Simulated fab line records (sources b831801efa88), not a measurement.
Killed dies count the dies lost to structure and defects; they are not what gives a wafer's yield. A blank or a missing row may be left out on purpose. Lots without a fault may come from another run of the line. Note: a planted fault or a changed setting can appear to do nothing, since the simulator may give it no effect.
A struck lot beside a sound one :: flow sky130 :: 36 out of 708 route steps
Sound: wafers L343.3, L343.4, L343.5. The struck wafers were L351.4, L351.5, L351.6. Last of all comes the cause.
At each step with rows: each side's tool, then ch and its chambers, then its first start. Under that, the readings that differ: sound wafers :: struck wafers :: difference of the means :: sigmas: that difference in standard deviations of wafers without a fault.
alike: a reading whose means differ by less than 2 such deviations, as well as words and numbers matching on both sides. not compared: withheld readings; readings where some wafer has no value; bounds like >300 that might hide an equal value; numbers whose values overlap and for which the record gives no deviation.
A row with sigmas, a row that says differs or no value, or rows on one side alone: a step with any of these is where the two part. Numbers that have no deviation but don't overlap get no sigmas and don't part them. Lack of a reading on every wafer of one side parts them only where that side has two or more wafers.

first, 9 steps without rows for these wafers: SKY_CAPM_SPUTTER_02 (material TiN, target thk 200 nm, time 166.7 s); SKY_CAPM_DEHYDRATE_05 (time 60 s); SKY_CAPM_HMDS_06 (prime time 60 s); SKY_CAPM_COAT_07 (resist thk 1140 nm); SKY_CAPM_SOFTBAKE_08 (time 60 s); SKY_CAPM_EXPOSE_09 (exposes mask CAPM, target cd 1000 nm); SKY_CAPM_PEB_10; SKY_CAPM_DEVELOP_11 (develop time 60 s); SKY_CAPM_METAL_ETCH_13 (etches TiN in Cl2/BCl3, stops on SiO2, target depth 220 nm, time 62.9 s).
SKY_CAPM_STRIP_14: strips in O2/N2.
  sound on plasma asher-01 ch 0,1, day 38 15:59; struck on plasma asher-01 ch 0,1, day 41 04:38
reading: strip time to endpoint s (s)
sound: 12.54 12.55 12.56
struck: 12.68 12.65 12.67
difference: +0.12
sigmas: +2
  alike: drypump motor current A, n2 flow sccm, oes product au
  not compared: rf hours counter h
then, 25 steps without rows for these wafers: SKY_CAPM_STRIP_15 (strips in post etch residue remover, time 1200 s); SKY_CAPM_CLEAN_16 (cleans in IPA, time 180 s); SKY_CAPM_CLEAN_17 (cleans in O3/DIW); SKY_METAL3_DEHYDRATE_05 (time 60 s); SKY_METAL3_HMDS_06 (prime time 60 s); SKY_METAL3_COAT_07 (resist thk 60 nm); SKY_METAL3_COAT_08 (resist thk 1130 nm); SKY_METAL3_SOFTBAKE_09 (time 90 s); SKY_METAL3_EXPOSE_10 (exposes mask MM3, target cd 300 nm); SKY_METAL3_PEB_11; SKY_METAL3_DEVELOP_12 (develop time 60 s); SKY_METAL3_DESCUM_15 (chemistry O2, time 8 s); SKY_METAL3_ETCH_16 (etches BARC in N2/H2, stops on SiO2, time 88.2 s, target depth 60 nm); SKY_METAL3_ETCH_17 (etches SiO2 in C4F8/O2/Ar, stops on TiN, time 3.9 s, target depth 15 nm); SKY_METAL3_METAL_ETCH_18 (etches the open film in Cl2/BCl3, stops on SiO2, target depth 845 nm, time 183.1 s); SKY_METAL3_STRIP_19 (strips in O2/N2); SKY_METAL3_STRIP_20 (strips in post etch residue remover, time 1200 s); SKY_METAL3_CLEAN_21 (cleans in IPA, time 180 s); SKY_METAL3_CLEAN_22 (cleans in O3/DIW); SKY_VIA3_HDPCVD_00 (deposits SiO2, target thk 1635 nm, time 272.5 s); SKY_VIA3_CMP_02 (polishes SiO2); SKY_VIA3_DEHYDRATE_04 (time 60 s); SKY_VIA3_HMDS_05 (prime time 60 s); SKY_VIA3_COAT_06 (resist thk 60 nm); SKY_VIA3_COAT_07 (resist thk 450 nm).
-- the record jumps here: 8 days lie between the struck wafers' starts before and after (it left off in module VIA3 and takes up again in module PAD_OPEN, whose first step shown is number 708 of the route) --
SKY_PAD_OPEN_PROBE_99:
  sound: prober-01 at day 46 19:21; struck: prober-01 at day 48 19:37
reading: defect limited yield (%)
sound: 79.9 80.7 85.0
struck: 71.3 80.3 73.2
difference: -6.9
sigmas: -3

reading: killed at other
sound: 0 2 0
struck: 53 21 50
difference: +41
sigmas: +80

reading: killed dies
sound: 99 95 74
struck: 141 97 132
difference: +34
sigmas: +3

reading: sort_bin_3_pad_short (%)
sound: 1.4 0.8 0.8
struck: 3.3 2.4 2.2
difference: +1.6
sigmas: +4

reading: sort_bin_5_function (%)
sound: 11.2 12.0 8.5
struck: 15.7 10.6 17.7
difference: +4.1
sigmas: +3

reading: sort n pass
sound: 393 397 418
struck: 351 395 360
difference: -34
sigmas: -3

reading: sort yield pct (%)
sound: 79.9 80.7 85.0
struck: 71.3 80.3 73.2
difference: -6.9
sigmas: -3

reading: model.etest.tester.sort_bin_3_pct (%)
sound: 1.423 0.813 0.813
struck: 3.252 2.439 2.236
difference: +1.626
sigmas: 
  alike: killed_at_M0_to_M3, killed_at_M4_up, killed at contacts, killed at front end, killed open, killed short, sort_bin_6_memory
  not compared: model.etest.tester.sort n pass, model.etest.tester.sort yield pct, model.etest.tester.sort_bin_5_pct

WHERE THEY PART
First at SKY_CAPM_STRIP_14; last, within this record, at SKY_PAD_OPEN_PROBE_99.

WHY: the cause the simulator had injected
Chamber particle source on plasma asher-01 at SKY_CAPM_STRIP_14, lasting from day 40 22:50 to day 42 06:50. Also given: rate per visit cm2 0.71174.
